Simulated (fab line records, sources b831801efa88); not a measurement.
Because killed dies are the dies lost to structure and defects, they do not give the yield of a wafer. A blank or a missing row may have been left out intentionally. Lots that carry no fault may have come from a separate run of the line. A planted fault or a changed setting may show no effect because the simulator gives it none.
The tool behind it: which one?	flow gf180mcu	14 lots, 42 wafers sampled, at 5 steps of a route of 602

## WHAT EACH GAUGE READ, for each wafer
GF_POLY_GATE_CD_MEAS_10 targets a cd of 280 nm.
lot	measured	on	cd nm (nm)
L489	day 9 06:48	cd sem-02	280.5 282.1 281.1
L492	day 9 21:18	cd sem-01	278.8 278.7 279.1
L493	day 10 05:03	cd sem-02	281.3 280.7 280.8
L495	day 10 21:21	cd sem-02	278.7 279.8 279.6
L497	day 11 14:05	cd sem-01	279.4 279.5 279.4
L498	day 11 18:41	cd sem-02	281.2 279.1 279.3
L499	day 12 03:55	cd sem-01	279.1 277.8 276.9
L500	day 12 12:22	cd sem-01	280.2 280.4 280.3
L501	day 12 20:05	cd sem-01	279.3 279.7 280.0
L504	day 13 12:47	cd sem-01	279.1 279.0 278.2
L505	day 13 21:33	cd sem-02	279.9 279.5 279.6
L506	day 14 05:50	cd sem-02	280.6 279.9 280.1
L511	day 15 21:20	cd sem-01	280.0 279.5 279.5
L512	day 16 02:50	cd sem-01	280.3 279.7 279.7

GF_HV_LDD_TW_MEAS_38.
lot	measured	on	HV_LDD_3_TW
L489	day 11 15:47	film metro-03	1426 1422 1421
L492	day 12 07:48	film metro-01	1422 1419 1425
L493	day 12 16:51	film metro-01	1424 1424 1421
L495	day 13 09:38	film metro-04	1416 1410 1422
L497	day 14 06:35	film metro-04	1410 1417 1409
L498	day 14 09:42	film metro-01	1424 1423 1430
L499	day 14 22:04	film metro-03	1430 1431 1432
L500	day 15 02:08	film metro-04	1410 1404 1415
L501	day 15 18:28	film metro-01	1440 1435 1432
L504	day 16 13:32	film metro-03	1313 1315 1320
L505	day 16 18:50	film metro-01	1317 1321 1315
L506	day 16 22:50	film metro-01	1423 1426 1434
L511	day 18 22:05	film metro-03	1424 1423 1430
L512	day 19 04:05	film metro-04	1411 1412 1409

GF_HV_LDD_CD_MEAS_46 targets a cd of 400 nm.
lot	measured	on	cd nm (nm)
L489	day 12 10:17	cd sem-01	399.6 399.1 398.4
L492	day 13 03:34	cd sem-02	400.4 398.4 400.5
L493	day 13 12:59	cd sem-02	397.9 397.9 399.6
L495	day 14 06:10	cd sem-02	400.8 401.3 400.3
L497	day 15 00:31	cd sem-02	401.0 398.8 400.1
L498	day 15 03:55	cd sem-01	401.2 401.8 401.3
L499	day 15 19:50	cd sem-01	396.8 395.5 398.2
L500	day 15 23:56	cd sem-02	401.5 399.7 404.8
L501	day 16 16:45	cd sem-02	399.4 397.2 399.5
L504	day 17 11:38	cd sem-01	397.9 397.7 396.0
L505	day 17 17:47	cd sem-02	404.5 403.7 404.0
L506	day 17 22:25	cd sem-02	396.5 399.9 397.8
L511	day 19 23:14	cd sem-01	397.4 396.3 396.7
L512	day 20 04:05	cd sem-01	401.4 400.9 401.7

GF_HV_LDD_TW_MEAS_50.
lot	measured	on	HV_LDD_4_TW
L489	day 12 10:41	film metro-04	556 559 556
L492	day 13 03:58	film metro-03	568 566 570
L493	day 13 13:24	film metro-01	563 563 566
L495	day 14 06:34	film metro-01	567 568 565
L497	day 15 00:56	film metro-01	568 567 568
L498	day 15 04:20	film metro-04	555 560 557
L499	day 15 20:13	film metro-03	570 566 568
L500	day 16 00:20	film metro-01	564 564 568
L501	day 16 17:16	film metro-03	568 569 567
L504	day 17 12:02	film metro-03	564 564 565
L505	day 17 18:11	film metro-03	567 564 568
L506	day 17 22:50	film metro-03	568 570 565
L511	day 19 23:38	film metro-03	567 568 566
L512	day 20 04:29	film metro-01	567 562 562

## TOOL THAT RAN EACH LOT (tool first, then ch and the chambers of the sampled wafers, then the start)
lot	GF_HV_LDD_IMPLANT_34
L489	implanter-04 ch 0, day 11 15:14
L492	implanter-01 ch 0, day 12 07:16
L493	implanter-03 ch 0, day 12 16:18
L495	implanter-04 ch 0, day 13 09:06
L497	implanter-03 ch 0, day 14 06:02
L498	implanter-01 ch 0, day 14 09:09
L499	implanter-03 ch 0, day 14 21:32
L500	implanter-03 ch 0, day 15 01:37
L501	implanter-03 ch 0, day 15 17:58
L504	implanter-03 ch 0, day 16 12:59
L505	implanter-03 ch 0, day 16 18:17
L506	implanter-01 ch 0, day 16 22:17
L511	implanter-04 ch 0, day 18 21:32
L512	implanter-01 ch 0, day 19 03:32
- GF_HV_LDD_IMPLANT_34

## WHAT THE TOOLS THEMSELVES READ (means of the sampled wafers that have a number; where no wafer has one, the mark that the record gives instead)
GF_HV_LDD_IMPLANT_34.
lot	tool	dose ions cm2	faraday current uA	tilt deg (degrees)
L489	implanter-04	7.5e+12	42.2	29.999
L492	implanter-01	7.5e+12	42.9	29.971
L493	implanter-03	7.5e+12	42.7	30.030
L495	implanter-04	7.5e+12	42.4	30.001
L497	implanter-03	7.5e+12	41.9	30.011
L498	implanter-01	7.5e+12	41.8	30.018
L499	implanter-03	7.5e+12	42.0	30.013
L500	implanter-03	7.5e+12	43.4	30.004
L501	implanter-03	7.5e+12	42.4	29.983
L504	implanter-03	7.4e+11	4.4	30.022
L505	implanter-03	7.4e+11	4.2	30.000
L506	implanter-01	7.5e+12	42.7	30.021
L511	implanter-04	7.5e+12	42.8	30.026
L512	implanter-01	7.5e+12	42.4	29.955

## THE ANSWER, worked out from the rows above alone
Rule: the usual values come from the lots themselves. The widest of any qualifying gaps counts: lots, ordered by their means at a reading, are off when they make up no more than a third of the lots, leave a main group of 4 or more, and stand apart from it by 3 or more times the standard deviation of that group's means. A main group is skipped when, at the precision printed for the reading in the tables above, its means are all equal. A lot without any number at a reading at which 4 lots or more have one is off too. Any other lot the step has rows for is counted as sound. Order of review: gauges by route order, followed by the tools' own readings, for which a lot's mean as printed above is used. The first step at which some lot is off is used, and at that step the reading that is off furthest; a lot without a number counts as furthest.
Off: at GF_HV_LDD_TW_MEAS_38 (HV_LDD_3_TW), L504, L505. The main group: mean 1422, standard deviation 7.9.
A tool fits if, at a process step before that reading, it ran every lot that is off, and no sound lot after the first of them. Not tried: the gauges at GF_HV_LDD_TW_MEAS_38; whatever is off there is also off at GF_HV_LDD_IMPLANT_34, on other tools, and gauge error can't account for it. One fits: GF_HV_LDD_IMPLANT_34 on implanter-03. A fault onset in the window from L501 (day 15 17:58, its last sound lot) to L504 (day 16 12:59, its first lot off) fits.
The tool's own readings at GF_HV_LDD_IMPLANT_34 bear it out: on the lots that are off they differ by more than 5 times the standard deviation of the sound lots' means. dose ions cm2 reads 7.4e+11 there against 7.5e+12 on the sound lots; faraday current uA reads 4.3 there against 42.5 on the sound lots.

## WHAT THE SIMULATOR HAD INSERTED
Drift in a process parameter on implanter-03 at GF_HV_LDD_IMPLANT_34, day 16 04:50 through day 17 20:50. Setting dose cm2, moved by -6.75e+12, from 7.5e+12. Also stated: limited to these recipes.
Lots struck among those shown: L504, L505. The same result came from the rule above.
